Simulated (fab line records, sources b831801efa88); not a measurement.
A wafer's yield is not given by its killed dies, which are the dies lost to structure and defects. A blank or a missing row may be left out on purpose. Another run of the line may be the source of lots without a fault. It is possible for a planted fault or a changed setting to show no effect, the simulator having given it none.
2 desks, one fault	flow sky130	numbers are kept per desk, each desk with only its own; the story behind them comes last

## AT THE METROLOGY DESK
Means of the sampled wafers that have a number, per lot and without regard to the tool the lot ran on: this is what the gauges read. Marked OUT: a lot whose mean sits more than 4 standard deviations from the usual mean, which makes it out of limits; the brackets give that distance.
Columns: A = FIELD_ISO_CVD_24_THK at SKY_FIELD_ISO_THK_MEAS_25, usual 594 nm; B = POLY_GATE_CVD_03_THK at SKY_POLY_GATE_THK_MEAS_04, usual 74.5 nm; C = LDD_LDN_OVL at SKY_LDD_LDN_OVL_MEAS_07, usual 0.8 nm
lot	first seen here	A	B	C
L212	day 2 23:59	592	74.6	2.2
L211	day 2 23:59	592	74.8	0.3
L214	day 3 13:03	590	73.6	0.1
L216	day 3 22:14	585	73.9	0.0
L218	day 4 06:33	600	74.3	1.6
L221	day 5 03:11	592	74.7	1.5
L222	day 5 06:58	596	74.3	0.2
L223	day 5 11:09	596	73.9	-1.2
L225	day 5 21:02	599	75.1	1.0
L227	day 6 07:41	594	74.5	-0.5
L228	day 6 13:37	593	75.2	1.7
L230	day 6 22:00	590	74.4	-0.4
L231	day 7 02:28	590	74.9	2.0
L232	day 7 08:56	591	75.4	2.1
This desk's verdict: no lot among the 14 shows anything out of limits.

## TOOL OWNER'S DESK, implanter-02
For each lot that ran on this tool, the mean over its sampled wafers that have a number, from the tool's own readings at SKY_GATE_OXIDE_IMPLANT_11. Marked OUT: a lot whose mean sits more than 4 standard deviations from the usual mean, which makes it out of limits; the brackets give that distance.
Columns: A = beam_energy_keV at SKY_GATE_OXIDE_IMPLANT_11, usual 10.000
lot	first seen here	A
L212	day 15 10:55	10.001
L214	day 16 04:41	8.549 (-99 or more) OUT
L216	day 16 19:49	8.546 (-99 or more) OUT
L221	day 19 03:59	10.001
L222	day 19 11:16	10.002
L223	day 19 16:01	10.001
L225	day 20 07:58	10.001
This desk's verdict: out of limits on L214, L216, starting with L214 at day 16 04:41 (beam_energy_keV at SKY_GATE_OXIDE_IMPLANT_11). In limits: L212, L221, L222, L223, L225.

## ALL TOGETHER
The tool owner's desk could have raised an alarm at day 16 04:41, on L214, L216.
The metrology desk saw nothing out of limits.
The metrology desk holds a record of L214, L216, inside its limits.
Of the lots named, all ran SKY_GATE_OXIDE_IMPLANT_11 on implanter-02.

## WHAT THE SIMULATOR PUT IN
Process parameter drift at SKY_GATE_OXIDE_IMPLANT_11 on implanter-02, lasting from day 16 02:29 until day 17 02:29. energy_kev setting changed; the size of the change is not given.
Shown lots that were struck: L214, L216.
How many hours passed from the start of the fault until each desk's first out-of-limits reading: the tool owner's desk, 2.
